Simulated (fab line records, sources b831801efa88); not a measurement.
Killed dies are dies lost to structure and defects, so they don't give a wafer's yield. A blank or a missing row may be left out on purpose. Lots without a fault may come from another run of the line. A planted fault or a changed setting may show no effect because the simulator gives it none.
Which tool did it? | flow sky130 | 11 lots, 33 wafers sampled, at 5 steps of a route of 708

WHAT THE GAUGES READ, wafer by wafer
SKY_SONOS_ONO_THK_MEAS_03. Usual: SONOS_ONO_CVD_02_THK 10.45 nm, standard deviation 0.12.
lot  | measured     | on            | SONOS_ONO_CVD_02_THK (nm) | flag
L145 | day 13 17:25 | film_metro-01 | 10.47 10.38 10.43         |
L150 | day 15 00:07 | film_metro-02 | 10.18 10.37 10.27         |
L151 | day 15 13:32 | film_metro-02 | 10.56 10.43 10.40         |
L152 | day 15 22:36 | film_metro-03 | 10.51 10.51 10.62         |
L155 | day 16 18:29 | film_metro-01 | 10.37 10.49 10.62         |
L156 | day 17 02:53 | film_metro-02 | 10.47 10.49 10.51         |
L157 | day 17 21:22 | film_metro-03 | 10.35 10.35 10.30         |
L158 | day 18 05:28 | film_metro-03 | 10.23 10.30 10.27         |
L159 | day 18 08:17 | film_metro-03 | 10.63 10.52 10.52         |
L160 | day 18 13:32 | film_metro-01 | 10.62 10.39 10.48         |
L162 | day 19 06:50 | film_metro-01 | 10.46 10.38 10.19         |

SKY_RES_PROTECT_TW_MEAS_08. Usual: POLY_GATE_TW 4035, standard deviation 31.
lot  | measured     | on            | POLY_GATE_TW   | flag
L145 | day 17 11:49 | film_metro-04 | 4120 4129 4138 | OFF
L150 | day 18 21:21 | film_metro-01 | 3987 4001 4007 |
L151 | day 19 13:02 | film_metro-01 | 4136 4150 4137 | OFF
L152 | day 19 22:10 | film_metro-01 | 4139 4122 4133 | OFF
L155 | day 20 19:12 | film_metro-02 | 4113 4098 4085 |
L156 | day 21 04:34 | film_metro-02 | 4105 4065 4081 |
L157 | day 21 23:46 | film_metro-04 | 4047 4086 4065 |
L158 | day 22 09:04 | film_metro-04 | 4068 4086 4091 |
L159 | day 22 11:19 | film_metro-02 | 4089 4087 4061 |
L160 | day 22 17:46 | film_metro-01 | 3995 4024 3994 |
L162 | day 23 08:39 | film_metro-01 | 4001 4011 4009 |

WHICH TOOL RAN EACH LOT (tool, then ch and the chambers of the sampled wafers, then the start)
lot  | SKY_GATE_OXIDE_STRIP_13              | SKY_POLY_GATE_IMPLANT_02        | SKY_RES_PROTECT_STRIP_07
L145 | plasma_asher-02 ch 0,1, day 16 02:08 | implanter-03 ch 0, day 17 11:07 | plasma_asher-01 ch 0,1, day 17 11:43
L150 | plasma_asher-02 ch 0,1, day 17 11:19 | implanter-04 ch 0, day 18 21:06 | plasma_asher-04 ch 0,1, day 18 21:15
L151 | plasma_asher-02 ch 0,1, day 18 02:37 | implanter-04 ch 0, day 19 12:28 | plasma_asher-03 ch 0,1, day 19 12:56
L152 | plasma_asher-03 ch 0,1, day 18 12:04 | implanter-04 ch 0, day 19 21:38 | plasma_asher-01 ch 0,1, day 19 22:05
L155 | plasma_asher-04 ch 0,1, day 19 09:21 | implanter-03 ch 0, day 20 18:57 | plasma_asher-04 ch 0,1, day 20 19:06
L156 | plasma_asher-03 ch 0, day 19 18:05   | implanter-03 ch 0, day 21 04:19 | plasma_asher-03 ch 0, day 21 04:28
L157 | plasma_asher-03 ch 0,1, day 20 13:21 | implanter-02 ch 0, day 21 23:31 | plasma_asher-04 ch 0,1, day 21 23:40
L158 | plasma_asher-02 ch 0,1, day 20 22:13 | implanter-03 ch 0, day 22 08:50 | plasma_asher-03 ch 0,1, day 22 08:58
L159 | plasma_asher-02 ch 0,1, day 21 01:02 | implanter-03 ch 0, day 22 11:04 | plasma_asher-04 ch 0,1, day 22 11:13
L160 | plasma_asher-03 ch 0,1, day 21 07:02 | implanter-02 ch 0, day 22 17:33 | plasma_asher-04 ch 0,1, day 22 17:41
L162 | plasma_asher-04 ch 0,1, day 21 22:57 | implanter-02 ch 0, day 23 08:24 | plasma_asher-01 ch 0,1, day 23 08:33
- SKY_GATE_OXIDE_STRIP_13: strips in O2/N2.
- SKY_POLY_GATE_IMPLANT_02
- SKY_RES_PROTECT_STRIP_07: strips in O2/N2.

WHAT THE TOOLS THEMSELVES READ (means of the sampled wafers that have a number; where no wafer has one, the mark that the record gives instead)
SKY_GATE_OXIDE_STRIP_13. Usual: drypump_motor_current_A 5.64 A, standard deviation 0.23; oes_product_au 0.716 a.u., standard deviation 0.0047; strip_time_to_endpoint_s 14.21 s, standard deviation 0.038.
lot  | tool            | drypump_motor_current_A (A) | oes_product_au (a.u.) | strip_time_to_endpoint_s (s) | flag
L145 | plasma_asher-02 | 5.47                        | 0.717                 | 14.22                        |
L150 | plasma_asher-02 | 5.52                        | 0.717                 | 14.14                        |
L151 | plasma_asher-02 | 5.52                        | 0.715                 | 14.18                        |
L152 | plasma_asher-03 | 5.92                        | 0.718                 | 14.20                        |
L155 | plasma_asher-04 | 5.58                        | 0.716                 | 14.25                        |
L156 | plasma_asher-03 | 5.95                        | 0.713                 | 14.23                        |
L157 | plasma_asher-03 | 5.90                        | 0.716                 | 14.17                        |
L158 | plasma_asher-02 | 5.47                        | 0.714                 | 14.22                        |
L159 | plasma_asher-02 | 5.47                        | 0.719                 | 14.17                        |
L160 | plasma_asher-03 | 5.94                        | 0.713                 | 14.21                        |
L162 | plasma_asher-04 | 5.57                        | 0.715                 | 14.20                        |

SKY_POLY_GATE_IMPLANT_02. Usual: tilt_deg -0.001 degrees, standard deviation 0.02.
lot  | tool         | tilt_deg (degrees) | flag
L145 | implanter-03 | -0.012             |
L150 | implanter-04 | -0.004             |
L151 | implanter-04 | -0.003             |
L152 | implanter-04 | -0.005             |
L155 | implanter-03 | -0.011             |
L156 | implanter-03 | -0.009             |
L157 | implanter-02 | -0.008             |
L158 | implanter-03 | -0.004             |
L159 | implanter-03 | -0.011             |
L160 | implanter-02 | -0.007             |
L162 | implanter-02 | 0.002              |

SKY_RES_PROTECT_STRIP_07. Usual: drypump_motor_current_A 5.71 A, standard deviation 0.28; oes_product_au 0.518 a.u., standard deviation 0.0041; strip_time_to_endpoint_s 23.31 s, standard deviation 0.047.
lot  | tool            | drypump_motor_current_A (A) | oes_product_au (a.u.) | strip_time_to_endpoint_s (s) | flag
L145 | plasma_asher-01 | 5.87                        | 0.498                 | 25.11                        | OFF
L150 | plasma_asher-04 | 5.58                        | 0.513                 | 23.34                        |
L151 | plasma_asher-03 | 5.97                        | 0.497                 | 25.17                        | OFF
L152 | plasma_asher-01 | 5.70                        | 0.494                 | 25.20                        | OFF
L155 | plasma_asher-04 | 5.56                        | 0.520                 | 23.35                        |
L156 | plasma_asher-03 | 5.94                        | 0.521                 | 23.30                        |
L157 | plasma_asher-04 | 5.41                        | 0.518                 | 23.29                        |
L158 | plasma_asher-03 | 5.96                        | 0.520                 | 23.25                        |
L159 | plasma_asher-04 | 5.59                        | 0.514                 | 23.34                        |
L160 | plasma_asher-04 | 5.40                        | 0.521                 | 23.28                        |
L162 | plasma_asher-01 | 5.70                        | 0.515                 | 23.24                        |

THE ANSWER, worked out from the rows above alone
Rule: a lot is off if the mean of its wafers that have a number lies more than 3 standard deviations from the usual mean. A lot without any number at a reading at which 4 lots or more have one is off too. The other lots that the step has rows for count as sound. The gauges are gone through in route order, then the tools' own readings, and for those a lot's mean is taken as printed above. The first step at which some lot is off is used, and at that step the reading that is off furthest; a lot without a number counts as furthest.
Off: L145, L151, L152, at SKY_RES_PROTECT_TW_MEAS_08 (POLY_GATE_TW).
A tool fits if, at a process step before that reading, it ran every lot that is off, and no sound lot after the first of them. The gauges at SKY_RES_PROTECT_TW_MEAS_08 aren't tried: what is off there is off at SKY_RES_PROTECT_STRIP_07 too, on other tools, and a gauge's error can't cause that. None of those tried fits.

WHAT THE SIMULATOR HAD PUT IN
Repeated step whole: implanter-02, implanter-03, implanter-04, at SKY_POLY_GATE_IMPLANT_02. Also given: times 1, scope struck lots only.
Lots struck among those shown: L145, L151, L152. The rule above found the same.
